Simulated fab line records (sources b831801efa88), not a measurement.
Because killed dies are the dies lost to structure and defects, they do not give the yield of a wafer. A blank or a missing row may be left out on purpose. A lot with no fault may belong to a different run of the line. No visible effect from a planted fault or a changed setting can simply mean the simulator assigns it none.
What tool caused it? / flow gf180mcu / Sampling: 14 lots, 42 wafers, 4 of 602 route steps

== WHAT EACH GAUGE READ, for each wafer ==
GF_VT_IMPLANT_RS_MEAS_46: measurement is done with a four-point probe.
lot=L696; measured=day 8 01:10; on=film metro-02; MVSD_RS (ohm/sq)=456.4 456.4 456.7
lot=L699; measured=day 8 13:44; on=film metro-04; MVSD_RS (ohm/sq)=456.8 456.0 456.2
lot=L701; measured=day 9 05:46; on=film metro-04; MVSD_RS (ohm/sq)=457.1 455.5 457.2
lot=L702; measured=day 9 08:16; on=film metro-01; MVSD_RS (ohm/sq)=132.6 132.8 132.8
lot=L703; measured=day 9 16:40; on=film metro-02; MVSD_RS (ohm/sq)=132.9 133.2 133.0
lot=L708; measured=day 10 22:14; on=film metro-04; MVSD_RS (ohm/sq)=455.6 455.7 456.9
lot=L709; measured=day 11 12:16; on=film metro-04; MVSD_RS (ohm/sq)=457.1 458.2 457.4
lot=L711; measured=day 11 19:56; on=film metro-04; MVSD_RS (ohm/sq)=454.5 454.2 456.2
lot=L712; measured=day 12 07:51; on=film metro-01; MVSD_RS (ohm/sq)=454.4 455.4 455.6
lot=L714; measured=day 12 18:35; on=film metro-04; MVSD_RS (ohm/sq)=456.3 455.3 454.1
lot=L715; measured=day 13 00:54; on=film metro-02; MVSD_RS (ohm/sq)=456.4 456.4 456.9
lot=L716; measured=day 13 08:17; on=film metro-04; MVSD_RS (ohm/sq)=456.2 456.9 455.2
lot=L717; measured=day 13 14:10; on=film metro-02; MVSD_RS (ohm/sq)=456.9 457.3 457.4
lot=L718; measured=day 13 21:29; on=film metro-01; MVSD_RS (ohm/sq)=455.9 455.8 457.2

GF_VT_IMPLANT_RS_MEAS_47: measurement is done with a four-point probe.
lot=L696; measured=day 8 01:17; on=film metro-02; NWELL_RS (ohm/sq)=488.8 488.5 488.7
lot=L699; measured=day 8 13:51; on=film metro-04; NWELL_RS (ohm/sq)=487.5 488.1 488.5
lot=L701; measured=day 9 05:53; on=film metro-04; NWELL_RS (ohm/sq)=485.8 488.0 487.3
lot=L702; measured=day 9 08:23; on=film metro-01; NWELL_RS (ohm/sq)=132.4 133.0 132.8
lot=L703; measured=day 9 16:47; on=film metro-02; NWELL_RS (ohm/sq)=133.2 132.9 133.1
lot=L708; measured=day 10 22:21; on=film metro-04; NWELL_RS (ohm/sq)=488.5 487.3 489.6
lot=L709; measured=day 11 12:23; on=film metro-04; NWELL_RS (ohm/sq)=488.2 488.9 487.7
lot=L711; measured=day 11 20:04; on=film metro-04; NWELL_RS (ohm/sq)=488.3 488.2 488.2
lot=L712; measured=day 12 07:58; on=film metro-01; NWELL_RS (ohm/sq)=488.3 487.7 486.8
lot=L714; measured=day 12 18:43; on=film metro-04; NWELL_RS (ohm/sq)=487.7 487.7 487.0
lot=L715; measured=day 13 01:01; on=film metro-02; NWELL_RS (ohm/sq)=488.8 486.3 487.7
lot=L716; measured=day 13 08:25; on=film metro-04; NWELL_RS (ohm/sq)=485.4 485.5 486.5
lot=L717; measured=day 13 14:17; on=film metro-02; NWELL_RS (ohm/sq)=486.5 487.5 488.0
lot=L718; measured=day 13 21:36; on=film metro-01; NWELL_RS (ohm/sq)=487.0 488.5 487.3

GF_VT_IMPLANT_RS_MEAS_48: measurement is done with a four-point probe.
lot=L696; measured=day 8 01:25; on=film metro-02; LVPWELL_RS (ohm/sq)=1198 1197 1194
lot=L699; measured=day 8 13:58; on=film metro-04; LVPWELL_RS (ohm/sq)=1197 1194 1197
lot=L701; measured=day 9 06:01; on=film metro-04; LVPWELL_RS (ohm/sq)=1198 1194 1194
lot=L702; measured=day 9 08:31; on=film metro-01; LVPWELL_RS (ohm/sq)=133 133 133
lot=L703; measured=day 9 16:54; on=film metro-02; LVPWELL_RS (ohm/sq)=133 133 133
lot=L708; measured=day 10 22:28; on=film metro-04; LVPWELL_RS (ohm/sq)=1197 1201 1200
lot=L709; measured=day 11 12:30; on=film metro-04; LVPWELL_RS (ohm/sq)=1192 1195 1193
lot=L711; measured=day 11 20:11; on=film metro-04; LVPWELL_RS (ohm/sq)=1198 1197 1196
lot=L712; measured=day 12 08:05; on=film metro-01; LVPWELL_RS (ohm/sq)=1202 1197 1201
lot=L714; measured=day 12 18:50; on=film metro-04; LVPWELL_RS (ohm/sq)=1192 1195 1194
lot=L715; measured=day 13 01:08; on=film metro-02; LVPWELL_RS (ohm/sq)=1200 1197 1199
lot=L716; measured=day 13 08:32; on=film metro-04; LVPWELL_RS (ohm/sq)=1194 1195 1196
lot=L717; measured=day 13 14:25; on=film metro-02; LVPWELL_RS (ohm/sq)=1200 1195 1197
lot=L718; measured=day 13 21:43; on=film metro-01; LVPWELL_RS (ohm/sq)=1195 1192 1192

== WHAT TOOL EACH LOT RAN ON (gives the tool, then ch and the chambers of the sampled wafers, and finally the start) ==
lot=L696; GF_VT_IMPLANT_RTA_45=rtp anneal-02 ch 0, day 8 01:04
lot=L699; GF_VT_IMPLANT_RTA_45=rtp anneal-02 ch 0, day 8 13:38
lot=L701; GF_VT_IMPLANT_RTA_45=rtp anneal-01 ch 0, day 9 05:40
lot=L702; GF_VT_IMPLANT_RTA_45=rtp anneal-02, day 9 08:10
lot=L703; GF_VT_IMPLANT_RTA_45=rtp anneal-02, day 9 16:33
lot=L708; GF_VT_IMPLANT_RTA_45=rtp anneal-01 ch 0, day 10 22:08
lot=L709; GF_VT_IMPLANT_RTA_45=rtp anneal-02 ch 0, day 11 12:09
lot=L711; GF_VT_IMPLANT_RTA_45=rtp anneal-01 ch 0, day 11 19:50
lot=L712; GF_VT_IMPLANT_RTA_45=rtp anneal-01 ch 0, day 12 07:45
lot=L714; GF_VT_IMPLANT_RTA_45=rtp anneal-02 ch 0, day 12 18:29
lot=L715; GF_VT_IMPLANT_RTA_45=rtp anneal-01 ch 0, day 13 00:48
lot=L716; GF_VT_IMPLANT_RTA_45=rtp anneal-02 ch 0, day 13 08:11
lot=L717; GF_VT_IMPLANT_RTA_45=rtp anneal-02 ch 0, day 13 14:04
lot=L718; GF_VT_IMPLANT_RTA_45=rtp anneal-02 ch 0, day 13 21:23
- GF_VT_IMPLANT_RTA_45: time 30 s.

== AS READ BY THE TOOLS THEMSELVES (means over the sampled wafers that have a number; for cases with no such wafer, the mark the record gives instead) ==
GF_VT_IMPLANT_RTA_45.
lot=L696; tool=rtp anneal-02; anneal temp c max=1056.5; chamber o2 ppm=2.002; lamp power pct (%)=37.0; wafer_temp_C_max=1055.5
lot=L699; tool=rtp anneal-02; anneal temp c max=1055.2; chamber o2 ppm=1.991; lamp power pct (%)=36.9; wafer_temp_C_max=1055.3
lot=L701; tool=rtp anneal-01; anneal temp c max=1056.7; chamber o2 ppm=2.007; lamp power pct (%)=32.8; wafer_temp_C_max=1056.3
lot=L702; tool=rtp anneal-02; anneal temp c max=-; chamber o2 ppm=-; lamp power pct (%)=-; wafer_temp_C_max=-
lot=L703; tool=rtp anneal-02; anneal temp c max=-; chamber o2 ppm=-; lamp power pct (%)=-; wafer_temp_C_max=-
lot=L708; tool=rtp anneal-01; anneal temp c max=1056.6; chamber o2 ppm=1.983; lamp power pct (%)=32.8; wafer_temp_C_max=1056.5
lot=L709; tool=rtp anneal-02; anneal temp c max=1055.6; chamber o2 ppm=1.972; lamp power pct (%)=36.9; wafer_temp_C_max=1055.7
lot=L711; tool=rtp anneal-01; anneal temp c max=1057.1; chamber o2 ppm=1.994; lamp power pct (%)=32.8; wafer_temp_C_max=1056.5
lot=L712; tool=rtp anneal-01; anneal temp c max=1058.2; chamber o2 ppm=1.999; lamp power pct (%)=32.8; wafer_temp_C_max=1058.0
lot=L714; tool=rtp anneal-02; anneal temp c max=1054.8; chamber o2 ppm=2.010; lamp power pct (%)=36.9; wafer_temp_C_max=1054.3
lot=L715; tool=rtp anneal-01; anneal temp c max=1056.3; chamber o2 ppm=2.005; lamp power pct (%)=32.8; wafer_temp_C_max=1055.9
lot=L716; tool=rtp anneal-02; anneal temp c max=1055.3; chamber o2 ppm=2.006; lamp power pct (%)=36.9; wafer_temp_C_max=1054.7
lot=L717; tool=rtp anneal-02; anneal temp c max=1055.8; chamber o2 ppm=2.029; lamp power pct (%)=36.9; wafer_temp_C_max=1054.5
lot=L718; tool=rtp anneal-02; anneal temp c max=1055.5; chamber o2 ppm=2.007; lamp power pct (%)=36.9; wafer_temp_C_max=1055.0

== THE ANSWER, worked out from the rows above alone ==
Rule: the usual values come from the lots themselves. Put in order of their means at a reading, lots are off if they are a third of the lots or fewer, leave a main group of 4 or more, and stand apart from it by a gap of 3 or more times the standard deviation of the main group's means; of several such gaps the widest counts. If all means in a main group match to the digits the tables above print for the reading, that group is not used. Also off: a lot with no number at a reading for which 4 or more lots have one. All remaining lots with rows at the step are treated as sound. First the gauges in route order, then the tools' own readings, where a lot's mean is used as printed above. At the first step where some lot is off, the reading lying furthest off is the one used; lots without a number count as furthest.
Off: at GF_VT_IMPLANT_RS_MEAS_46 (MVSD_RS), L702, L703. The main group: mean 456.2 ohm/sq, standard deviation 0.76.
A tool fits if, at a process step before that reading, it ran every lot that is off, and no sound lot after the first of them. The gauges at GF_VT_IMPLANT_RS_MEAS_46 aren't tried: what is off there is off at GF_VT_IMPLANT_RTA_45 too, on other tools, and a gauge's error can't cause that. No candidate that was tried fits.

== WHAT THE SIMULATOR HAD PUT IN ==
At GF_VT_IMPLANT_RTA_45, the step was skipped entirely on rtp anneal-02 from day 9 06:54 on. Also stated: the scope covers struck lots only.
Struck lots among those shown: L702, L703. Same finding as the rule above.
